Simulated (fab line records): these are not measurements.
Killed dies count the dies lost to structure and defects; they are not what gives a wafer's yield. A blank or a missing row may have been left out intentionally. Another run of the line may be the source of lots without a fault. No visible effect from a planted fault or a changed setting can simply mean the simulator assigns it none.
Problem report, 8D (eight disciplines) form, completed by code    flow sky130    the parts of the form that need people (team, actions taken, sign-off) are left out

1. WHAT IS WRONG
Across 9 wafers from 3 lots, SD_N_RS at SKY_SD_N_RS_MEAS_16 averages 66.02 ohm/sq, while fault-free wafers read 68.51 ohm/sq with a standard deviation of 0.11. That is -23 standard deviations from the usual mean.
The step: measures by four-point-probe.
Seen first at day 32 23:22 on filmMetro-01, wafer L603.1. Wafers with a number at this step in the record: 30, from 10 lots. By rule, "out" or "out of limits" means more than 4 standard deviations away from the usual mean. The other wafers with a number count as sound.

2. WHAT IT IS AND WHAT IT IS NOT
question                     is                          is not
which readings at this step  SD_N_RS                     -
which lots                   L603, L604, L606            L591, L592, L595, L596, L609, L610, L611
which wafers of those lots   all that have a number      -
read on which gauges         filmMetro-01, filmMetro-04  filmMetro-03
when                         from day 32 23:22           up to then (12 sound wafers); but 9 sound wafers of L609, L610, L611 came after

3. WHAT RULES OUT EACH SUSPECT
Counting: a tool stays on the suspect list if, at a process step up to the reading, it processed all lots that are out and no sound lot following the first of them.
- the gauge at SKY_SD_N_RS_MEAS_16 has been ruled out. 2 gauges (filmMetro-01, filmMetro-04) read the wafers that are out.
- plasmaAsher-03 at SKY_POLY_CUT_STRIP_12 (strips in O2/N2): ruled out as a lasting fault. The sound lots L610, L611 went through it after L603, its earliest lot that is out (day 29 11:11).
- implanter-01 at SKY_SD_N_IMPLANT_09: kept. Every lot that is out went through it, starting with L603 (day 32 22:40), and after that it ran no sound lot; the last sound lot it ran before then is L596 (day 30 13:55). On those wafers its own readings are out: beamOnS, doseIonsCm2.
Left after counting: implanter-01 at SKY_SD_N_IMPLANT_09.

4. THE CAUSE (what the simulator had put in)
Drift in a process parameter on implanter-01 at SKY_SD_N_IMPLANT_09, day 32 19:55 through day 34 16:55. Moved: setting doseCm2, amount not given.
The count eliminated every tool but this one.

5. SEQUENCE OF EFFECTS, ordered by route
Rows list readings where the struck wafers' mean (over those with a number) sits beyond 3 standard deviations from the usual. Only readings whose record carries a usual standard deviation are examined. hours: median over the lots of the time between each lot's start at the first step of this table that gives one and its start at this step. sigmas: the change, counted in usual standard deviations.
hours  step                 reading               usual         on struck wafers  change  sigmas
0      SKY_SD_N_IMPLANT_09  beamOnS               20.3 s        28.0              +7.7    +15
0      SKY_SD_N_IMPLANT_09  doseIonsCm2           4e+15         6e+15             +2e+15  +99 or more
0      SKY_SD_N_STRIP_11    stripTimeToEndpointS  22.56 s       23.51             +0.95   +21
1      SKY_SD_N_RS_MEAS_16  SD_N_RS               68.51 ohm/sq  66.02             -2.49   -23
Process steps it contains:
- SKY_SD_N_IMPLANT_09
- SKY_SD_N_STRIP_11: strips in O2/N2.

6. WHAT WOULD HAVE CAUGHT IT SOONER
Counted from the fault's start at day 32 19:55, it took 3 hours until the first out-of-limits reading at a measuring or inspecting step in this record, taken at day 32 23:22.
Tool's own readings at SKY_SD_N_IMPLANT_09, beamOnS, doseIonsCm2: out on all struck wafers the step has rows for; an alarm limit on them would have tripped on the first.
Of the lots that are out (3), L604, L606 began SKY_SD_N_IMPLANT_09 on implanter-01 after day 32 23:22. A hold on the tool at that time would have spared those 2.
